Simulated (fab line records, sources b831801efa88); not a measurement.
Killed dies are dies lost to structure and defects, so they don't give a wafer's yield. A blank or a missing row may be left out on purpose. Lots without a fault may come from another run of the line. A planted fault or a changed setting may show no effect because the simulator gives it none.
fab line records | flow sky130
record lots=6 wafers=18 last_day=49
route steps=708 shown SONOS_ONO@181 GATE_OXIDE@187 PAD_OPEN@708
lots that met no fault: from a run of the same line without faults
start_h: hours from the record's first day to the start of the lot's first wafer shown | wait_h: hours since the lot's step before | " the same as in the row above | L1.1+2: a row that stands for several wafers | - no value, or no start given | * or withheld: withheld | < > ~ a bound
route shown NAME@n: a module of which the file shows steps, and the number in the route of the first | usual: mean/standard deviation of fault-free wafers | same: alike in all rows | chamber/n: place in a boat | sites: the reading at each site | _std_site: their standard deviation | _edge_site: outer sites' mean less inner sites' | radius_mm: how far each site lies from the wafer's centre | mask NAME#n: copy n | behind: the tool/chamber that last shaped the wafer | hold: why the lot was held/for how many hours/how that ended | device: the transistor (n, p or np) that didn't switch | end of line: the same wafers' tests at the end of the route | a step without rows: its recipe alone | killed: dies lost to structure and defects at the first sort, not the wafer's yield | map: a wafer's dies, x killed, . not, _ none there
set.NAME: the setting as run; set.NAME@STEP: as run at that earlier step | model.NAME: the simulator's own value behind a step, which no gauge read
lots at some steps of the route; a table a step, a row a wafer
services: from which hour (start_h, from the record's first day; less than 0 if before it) a tool's chamber was out of use, for how many hours, and why
## steps
# step SKY_SONOS_ONO_CD_MEAS_13
# recipe target_cd_nm=410
# usual cd_nm=410.0/2.5
# columns lot.wafer tool chamber start_h wait_h cd_nm
L714.2 cd_sem-01 - 265.69 0.1 407.0
L714.4 " - " " 406.4
L714.6 " - " " 404.9
L717.1 cd_sem-01 - 297.52 0.1 408.7
L717.4 " - " " 405.7
L717.5 " - " " 405.4
L718.4 cd_sem-02 - 315.73 0.1 408.7
L718.5 " - " " 409.2
L718.6 " - " " 407.5
L720.1 cd_sem-01 - 336.29 0.1 411.8
L720.5 " - " " 413.9
L720.6 " - " " 412.1
L731.1 cd_sem-01 - 411.84 0.1 408.2
L731.3 " - " " 408.8
L731.6 " - " " 406.5
L733.2 cd_sem-02 - 437.81 0.1 413.7
L733.3 " - " " 412.6
L733.4 " - " " 410.5
# step SKY_SONOS_ONO_OVL_MEAS_14
# usual SONOS_ONO_OVL=-1.0/1.7
# columns lot.wafer tool chamber start_h wait_h SONOS_ONO_OVL[nm]
L714.2 overlay-02 - 265.80 0.1 1.0
L714.4 " - " " 1.9
L714.6 " - " " 0.0
L717.1 overlay-01 - 297.64 0.1 -1.7
L717.4 " - " " -2.4
L717.5 " - " " -2.9
L718.4 overlay-01 - 315.81 0.1 0.1
L718.5 " - " " -0.1
L718.6 " - " " -1.6
L720.1 overlay-02 - 336.41 0.1 -0.7
L720.5 " - " " -0.4
L720.6 " - " " 0.4
L731.1 overlay-01 - 411.96 0.1 -1.2
L731.3 " - " " -3.6
L731.6 " - " " -4.4
L733.2 overlay-02 - 437.91 0.1 -0.7
L733.3 " - " " -1.5
L733.4 " - " " -2.1
# step SKY_SONOS_ONO_ETCH_15
# recipe target_depth_nm=19.52 chemistry=CHF3/O2 source_w=600 bias_w=200 pressure_mtorr=40 chf3_flow_sccm=50 O2_flow_sccm=5 time_s=7.8
# usual bias_w=200.0/0.58 chf3_flow_sccm=50.02/0.14 drypump_motor_current_A=5.5/0.55 oes_product_au=0.997/0.011 throttle_valve_pct=8.825/0.0088
# columns lot.wafer tool chamber start_h wait_h bias_w chf3_flow_sccm drypump_motor_current_A oes_product_au rf_hours_counter_h throttle_valve_pct
L714.2 rie_diel-03 0 265.83 0.0 199.4 50.12 5.5 0.991 8 8.819
L714.4 " 3 " " 200.0 50.18 4.7 1.002 8 8.826
L714.6 " 1 " " 200.3 50.29 5.8 1.007 - 8.833
L717.1 rie_diel-04 0 297.68 0.0 199.4 49.82 6.4 0.995 68 8.837
L717.4 " 2 " " 200.4 49.91 4.6 0.994 114 8.797
L717.5 " 3 " " 199.1 49.91 5.8 1.005 - 8.828
L718.4 rie_diel-01 2 315.83 0.0 200.3 50.10 5.9 1.003 6 8.828
L718.5 " 3 " " 200.5 50.06 6.0 1.005 - 8.840
L718.6 " 2 " " 200.1 50.19 5.9 1.014 - 8.824
L720.1 rie_diel-03 2 336.44 0.0 199.9 49.92 6.1 1.019 92 8.833
L720.5 " 3 " " 199.9 50.24 4.7 1.010 - 8.800
L720.6 " 2 " " 200.7 49.97 6.1 1.013 - 8.822
L731.1 rie_diel-03 3 411.99 0.0 200.5 49.84 4.7 1.003 10 8.825
L731.3 " 1 " " 199.6 50.10 5.8 1.002 16 8.819
L731.6 " 3 " " 200.1 50.06 4.7 0.998 - 8.826
L733.2 rie_diel-03 3 437.94 0.0 199.3 50.04 4.7 0.989 11 8.818
L733.3 " 1 " " 200.1 49.89 5.8 0.989 16 8.835
L733.4 " 2 " " 199.4 50.12 6.1 0.996 94 8.835
# step SKY_SONOS_ONO_WET_ETCH_16
# recipe chemistry=dHF target_depth_nm=14 dry=n2_spin target=SiO2 dilution=100:1 temp_c=25 time_s=280
# step SKY_SONOS_ONO_STRIP_17
# recipe chemistry=O2/N2 power_w=1400 pressure_mtorr=1500 platen_temp_c=withheld o2_flow_sccm=3000 n2_flow_sccm=300 overash_fraction=0.5
# usual drypump_motor_current_A=5.9/0.33 n2_flow_sccm=300.1/0.99 oes_product_au=0.710/0.0049 strip_time_to_endpoint_s=14.09/0.044
# columns lot.wafer tool chamber start_h wait_h drypump_motor_current_A n2_flow_sccm oes_product_au rf_hours_counter_h strip_time_to_endpoint_s
L714.2 plasma_asher-03 0 265.94 0.0 5.4 298.8 0.710 13 14.13
L714.4 " 1 " " 6.5 299.3 0.717 - 14.14
L714.6 " 1 " " 6.5 299.5 0.717 - 14.16
L717.1 plasma_asher-03 1 297.79 0.0 6.4 300.0 0.718 16 14.13
L717.4 " 1 " " 6.4 299.1 0.707 - 14.15
L717.5 " 1 " " 6.4 301.8 0.710 - 14.13
L718.4 plasma_asher-02 0 315.97 0.0 5.9 300.9 0.710 - 14.10
L718.5 " 0 " " 5.8 300.7 0.708 - 14.13
L718.6 " 1 " " 6.2 299.7 0.709 - 14.13
L720.1 plasma_asher-02 1 336.57 0.0 6.1 301.0 0.714 70 14.08
L720.5 " 1 " " 6.1 300.2 0.703 - 14.12
L720.6 " 0 " " 5.9 302.4 0.712 - 14.06
L731.1 plasma_asher-02 1 412.11 0.0 6.1 300.1 0.711 77 14.00
L731.3 " 0 " " 5.9 300.5 0.714 - 14.04
L731.6 " 1 " " 6.2 299.5 0.713 - 14.06
L733.2 plasma_asher-03 0 438.05 0.0 5.4 301.0 0.708 30 14.10
L733.3 " 0 " " 5.4 301.7 0.711 - 14.09
L733.4 " 1 " " 6.4 301.7 0.711 - 14.07
# step SKY_SONOS_ONO_WET_ETCH_18
# recipe chemistry=H3PO4 target_depth_nm=15 target=Si3N4 temp_c=160 time_s=172
# step SKY_GATE_OXIDE_CLEAN_00
# recipe chemistry=SC1/SC2 mix=1:4:20 temp_c=70 time_s=150 dry=n2_spin
# step SKY_GATE_OXIDE_OXIDATION_01
# recipe temp_c=900 ambient=O2 stabilise_s=600 purge_s=300 target_thk_a=102.68 ox_time_s=1473
# step SKY_GATE_OXIDE_THK_MEAS_02
# recipe reads=SiO2_of_GATE_OXIDE_OXIDATION_01
# usual GATE_OXIDE_OXIDATION_00_THK=10.32/0.2
# columns lot.wafer tool chamber start_h wait_h GATE_OXIDE_OXIDATION_00_THK[nm]
L714.2 film_metro-02 - 269.44 0.0 10.04
L714.4 " - " " 10.00
L714.6 " - " " 9.95
L717.1 film_metro-03 - 301.32 0.0 10.44
L717.4 " - " " 10.53
L717.5 " - " " 10.58
L718.4 film_metro-02 - 317.58 0.0 10.29
L718.5 " - " " 9.97
L718.6 " - " " 10.22
L720.1 film_metro-02 - 339.20 0.0 10.66
L720.5 " - " " 10.69
L720.6 " - " " 10.51
L731.1 film_metro-02 - 413.94 0.0 10.48
L731.3 " - " " 10.35
L731.6 " - " " 10.32
L733.2 film_metro-03 - 439.74 0.0 10.28
L733.3 " - " " 10.35
L733.4 " - " " 10.32
# step SKY_GATE_OXIDE_DEHYDRATE_03
# recipe temp_c=200 time_s=60
# step SKY_GATE_OXIDE_HMDS_04
# recipe prime_time_s=60 prime_temp_c=120
# step SKY_GATE_OXIDE_COAT_05
# recipe resist=NOVOLAK spin_rpm=3000 resist_thk_nm=1140
# step SKY_GATE_OXIDE_SOFTBAKE_06
# recipe temp_c=90 time_s=60 resist=NOVOLAK
# usual heater_power_total_W=56.60/0.045 plate_temp_C=89.98/0.15
# columns lot.wafer tool chamber start_h wait_h heater_power_total_W plate_temp_C
L714.2 litho_track-01 0 281.19 0.1 56.51 90.03
L714.4 " 0 " " 56.64 90.02
L714.6 " 0 " " 56.60 89.81
L717.1 litho_track-03 0 313.77 0.1 56.65 90.11
L717.4 " 0 " " 56.54 89.79
L717.5 " 0 " " 56.57 89.86
L718.4 litho_track-01 0 330.44 0.1 58.02 91.59
L718.5 " 0 " " 58.24 91.59
L718.6 " 0 " " 58.08 91.55
L720.1 litho_track-01 0 353.01 0.1 58.11 91.72
L720.5 " 0 " " 58.13 91.73
L720.6 " 0 " " 58.15 91.77
L731.1 litho_track-01 0 429.11 0.1 56.66 89.97
L731.3 " 0 " " 56.55 90.16
L731.6 " 0 " " 56.64 90.22
L733.2 litho_track-01 0 455.24 0.1 56.55 89.96
L733.3 " 0 " " 56.64 90.16
L733.4 " 0 " " 56.58 89.92
# step SKY_GATE_OXIDE_EXPOSE_07
# recipe mask_id=LVOM na=0.6 source_shape=conventional sigma_outer=0.6 polarization=unpolarized target_cd_nm=600 dose_mj=170
# step SKY_PAD_OPEN_PROBE_99
# usual killed_at_M0_to_M3=43/6.6 killed_at_M4_up=3.1/1.6 killed_at_contacts=23/5.6 killed_at_front_end=15/4.2 killed_at_other=0.2/0.43 killed_dies=85/9.3 killed_open=46/6.6 killed_short=39/6.2
# same gross_dies=492 killed_at_back_side=0
# columns lot.wafer tool chamber start_h wait_h killed_at_M0_to_M3 killed_at_M4_up killed_at_contacts killed_at_front_end killed_at_other killed_dies killed_open killed_short
L714.2 prober-01 - 1056.71 0.1 41 3 34 15 0 93 51 42
L714.4 prober-01 - 1056.81 0.2 38 3 23 13 1 78 41 37
L714.6 prober-01 - 1056.91 0.2 42 3 23 16 0 84 46 38
L717.1 prober-02 - 1083.33 0.1 39 5 23 22 1 90 53 37
L717.4 prober-02 - 1083.48 0.2 48 1 23 19 0 91 63 28
L717.5 prober-02 - 1083.53 0.2 45 3 29 21 0 98 56 42
L718.4 prober-01 - 1095.62 0.2 47 4 25 10 0 86 48 38
L718.5 prober-01 - 1095.67 0.2 31 2 25 16 0 74 39 35
L718.6 prober-01 - 1095.72 0.2 37 3 16 9 0 65 43 22
L720.1 prober-01 - 1110.43 0.1 43 6 25 21 0 95 52 43
L720.5 prober-01 - 1110.63 0.2 45 1 21 17 0 84 50 34
L720.6 prober-01 - 1110.68 0.2 29 3 25 13 0 70 38 32
L731.1 prober-02 - 1173.15 0.1 47 2 17 19 0 85 45 40
L731.3 prober-02 - 1173.25 0.2 44 4 24 18 0 90 53 37
L731.6 prober-02 - 1173.40 0.2 40 4 26 12 0 82 43 39
L733.2 prober-02 - 1179.61 0.1 45 2 23 13 0 83 57 26
L733.3 prober-02 - 1179.66 0.2 45 3 31 24 0 103 57 46
L733.4 prober-02 - 1179.71 0.2 42 3 17 10 0 72 41 31
# killed by level:class
L714.2 CONTACT:geometric_particle:open=15 VIA1:geometric_particle:open=8 CONTACT:geometric_particle:short=8 VIA2:geometric_particle:open=7 VIA3:geometric_particle:open=6 FIELD_ISO:geometric_particle:short=5 LOCAL_INTERCONNECT:geometric_particle:short=5 POLY_GATE:geometric_particle:open=4
L714.4 LI_CONTACT:geometric_particle:open=7 CONTACT:geometric_particle:short=6 VIA1:geometric_particle:open=6 VIA3:geometric_particle:open=6 CONTACT:geometric_particle:open=5 METAL2:geometric_particle:short=5 VIA2:geometric_particle:open=5 METAL1:geometric_particle:short=4
L714.6 VIA1:geometric_particle:open=8 VIA2:geometric_particle:open=8 LI_CONTACT:geometric_particle:open=7 CONTACT:geometric_particle:open=6 POLY_GATE:geometric_particle:short=5 METAL1:geometric_particle:short=5 CONTACT:geometric_particle:short=5 VIA1:geometric_particle:short=4
L717.1 CONTACT:geometric_particle:open=11 VIA1:geometric_particle:open=10 FIELD_ISO:geometric_particle:open=7 POLY_CUT:geometric_particle:open=6 METAL1:geometric_particle:short=6 VIA3:geometric_particle:open=6 VIA3:geometric_particle:short=5 VIA2:geometric_particle:open=5
L717.4 VIA2:geometric_particle:open=11 VIA3:geometric_particle:open=10 LI_CONTACT:geometric_particle:open=9 VIA1:geometric_particle:open=8 POLY_GATE:geometric_particle:open=7 CONTACT:geometric_particle:open=7 METAL1:geometric_particle:short=7 VIA2:geometric_particle:short=5
L717.5 LI_CONTACT:geometric_particle:open=10 VIA1:geometric_particle:open=9 CONTACT:geometric_particle:open=8 VIA2:geometric_particle:open=7 FIELD_ISO:geometric_particle:open=6 VIA3:geometric_particle:open=6 METAL1:geometric_particle:short=6 FIELD_ISO:geometric_particle:short=4
L718.4 CONTACT:geometric_particle:open=11 VIA1:geometric_particle:open=8 LI_CONTACT:geometric_particle:open=7 METAL2:geometric_particle:short=7 VIA2:geometric_particle:open=6 VIA3:geometric_particle:short=5 METAL1:geometric_particle:short=5 FIELD_ISO:geometric_particle:open=4
L718.5 CONTACT:geometric_particle:open=10 FIELD_ISO:geometric_particle:open=8 VIA1:geometric_particle:open=6 LOCAL_INTERCONNECT:geometric_particle:short=5 VIA3:geometric_particle:open=5 VIA1:geometric_particle:short=4 LI_CONTACT:geometric_particle:short=4 METAL1:geometric_particle:short=4
L718.6 VIA1:geometric_particle:open=11 METAL1:geometric_particle:short=8 VIA3:geometric_particle:open=8 LI_CONTACT:geometric_particle:open=5 CONTACT:geometric_particle:open=5 POLY_GATE:geometric_particle:open=4 VIA1:geometric_particle:short=4 VIA2:geometric_particle:open=4
L720.1 LI_CONTACT:geometric_particle:open=10 CONTACT:geometric_particle:open=9 VIA2:geometric_particle:open=9 METAL1:geometric_particle:short=7 FIELD_ISO:geometric_particle:short=6 VIA3:geometric_particle:open=6 POLY_GATE:geometric_particle:open=5 LOCAL_INTERCONNECT:geometric_particle:short=5
L720.5 VIA1:geometric_particle:open=11 VIA2:geometric_particle:open=9 LI_CONTACT:geometric_particle:open=8 VIA3:geometric_particle:open=6 CONTACT:geometric_particle:open=5 METAL1:geometric_particle:short=5 VIA1:geometric_particle:short=5 SPACER:geometric_particle:short=4
L720.6 LI_CONTACT:geometric_particle:open=9 CONTACT:geometric_particle:open=7 VIA1:geometric_particle:open=7 POLY_GATE:geometric_particle:open=4 LI_CONTACT:geometric_particle:short=4 VIA2:geometric_particle:open=4 METAL3:geometric_particle:short=4 POLY_GATE:geometric_particle:short=3
L731.1 VIA1:geometric_particle:open=12 VIA1:geometric_particle:short=8 FIELD_ISO:geometric_particle:short=5 CONTACT:geometric_particle:open=5 METAL1:geometric_particle:short=5 VIA2:geometric_particle:open=5 FIELD_ISO:geometric_particle:open=4 LOCAL_INTERCONNECT:geometric_particle:short=4
L731.3 LI_CONTACT:geometric_particle:open=11 VIA1:geometric_particle:open=10 VIA2:geometric_particle:open=10 CONTACT:geometric_particle:open=7 VIA1:geometric_particle:short=6 FIELD_ISO:geometric_particle:open=5 FIELD_ISO:geometric_particle:short=4 LOCAL_INTERCONNECT:geometric_particle:short=4
L731.6 VIA1:geometric_particle:open=14 CONTACT:geometric_particle:open=8 VIA3:geometric_particle:open=8 LOCAL_INTERCONNECT:geometric_particle:short=7 LI_CONTACT:geometric_particle:open=5 FIELD_ISO:geometric_particle:short=4 CONTACT:geometric_particle:short=4 METAL3:geometric_particle:short=4
L733.2 VIA2:geometric_particle:open=11 VIA3:geometric_particle:open=10 VIA1:geometric_particle:open=7 CONTACT:geometric_particle:open=7 FIELD_ISO:geometric_particle:open=6 LI_CONTACT:geometric_particle:open=5 CONTACT:geometric_particle:short=5 POLY_GATE:geometric_particle:open=4
L733.3 LI_CONTACT:geometric_particle:open=15 VIA1:geometric_particle:open=9 VIA3:geometric_particle:open=8 VIA1:geometric_particle:short=7 CONTACT:geometric_particle:open=7 METAL2:geometric_particle:short=7 POLY_GATE:geometric_particle:short=6 LI_CONTACT:geometric_particle:short=6
L733.4 VIA1:geometric_particle:open=12 CONTACT:geometric_particle:open=8 VIA2:geometric_particle:open=6 VIA1:geometric_particle:short=6 METAL2:geometric_particle:short=4 METAL1:geometric_particle:short=4 FIELD_ISO:geometric_particle:open=3 FIELD_ISO:geometric_particle:short=3
## services
# columns tool chamber start_h hours kind
rie_diel-01 1 258.32 13.8 repair
plasma_asher-03 - 278.06 2.0 repair
rie_diel-03 2 279.82 33.5 repair
plasma_asher-03 - 288.80 1.2 repair
rie_diel-03 1 296.06 2.3 repair
plasma_asher-03 - 299.98 2.8 pm
rie_diel-04 1 309.19 4.5 repair
rie_diel-04 - 337.86 1.2 repair
rie_diel-04 2 371.33 - clean
rie_diel-04 2 371.33 15.8 scheduled_down
rie_diel-04 2 371.33 15.8 vent_cycle
rie_diel-04 0 405.02 11.4 repair
plasma_asher-03 - 412.14 1.6 repair
plasma_asher-02 - 421.27 9.0 pm
plasma_asher-02 0 421.27 9.0 vent_cycle
plasma_asher-02 1 421.27 9.0 vent_cycle
rie_diel-01 - 425.86 0.5 repair
plasma_asher-02 0 430.27 - clean
plasma_asher-02 1 430.27 - clean
rie_diel-01 3 437.70 - clean
rie_diel-01 3 437.70 15.5 scheduled_down
rie_diel-01 3 437.70 15.5 vent_cycle
plasma_asher-02 - 444.39 0.4 repair
## key
first_sign step=SKY_GATE_OXIDE_SOFTBAKE_06 reading=heater_power_total_W direction=up sigmas=34 usual=* struck=*
effect step=SKY_GATE_OXIDE_SOFTBAKE_06 reading=plate_temp_C direction=up sigmas=11 usual=* struck=*
met_at SKY_GATE_OXIDE_SOFTBAKE_06
struck_wafers L718.4,L718.5,L718.6,L720.1,L720.5,L720.6
tester_left_out L718,L720
onset_between 281.19 330.44
fault kind=process_parameter_drift tool=litho_track-01 chamber=- onset_h=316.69 steps=SKY_GATE_OXIDE_SOFTBAKE_06 channel=temp_c offset=* shape=step end_h=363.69 acts_in=* stated=*
# tester_left_out: of these lots the tester's yield and bins aren't shown, on N5 and GAA mostly nor the transistor test; their killed dies are dies lost to structure and defects alone, not to doping, threshold or leakage, so they don't give the yield
